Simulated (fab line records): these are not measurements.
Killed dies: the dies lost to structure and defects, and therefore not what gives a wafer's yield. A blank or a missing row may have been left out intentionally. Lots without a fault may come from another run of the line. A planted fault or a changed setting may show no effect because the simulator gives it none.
Chamber matching	flow gf180mcu	rie_diel-03 running GF_HV_LDD_ETCHBACK_58: 4 sister chambers
The step etches Si3N4 in CH3F/O2, stops on SiO2, time 100 s, target depth 90 nm. 4 wafers are shown with their chamber, then 7 later ones without.

WAFERS PAIRED WITH THEIR CHAMBERS
wafer	chamber	drypump_motor_current_A (A)
L287.5	0	5.7
L290.5	2	5.2
L294.2	3	5.8
L294.4	1	5.2

WAFERS WHOSE CHAMBER IS MISSING
wafer	drypump_motor_current_A (A)
L294.6	5.8
L297.2	5.8
L297.3	5.7
L297.6	5.8
L301.1	5.3
L301.2	5.2
L301.6	5.3

EACH ONE'S CHAMBER
wafer	from the rows above	in truth
L294.6	can't be placed: 3 or 0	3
L297.2	can't be placed: 3 or 0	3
L297.3	can't be placed: 0 or 3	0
L297.6	can't be placed: 3 or 0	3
L301.1	can't be placed: 1 or 2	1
L301.2	can't be placed: 1 or 2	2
L301.6	can't be placed: 1 or 2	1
Correct placement for 0 of the 7. Can't be placed from these rows: 7 (the true chamber is among the candidates in 7). Placed wrongly: 0.
How it was worked out, from the rows above alone: a wafer's distance from a chamber is the root of the sum, over the readings, of the square of ((its reading less the chamber's mean) divided by the reading's scatter). If the next closest chamber is less than 2 further off than the closest, the wafer can't be placed; otherwise it belongs to the closest. The mean given for a chamber averages the wafers shown for that chamber. The scatter: with one shown wafer a chamber, the root of the mean of the squares of how far each hidden wafer lies from its nearest shown one.
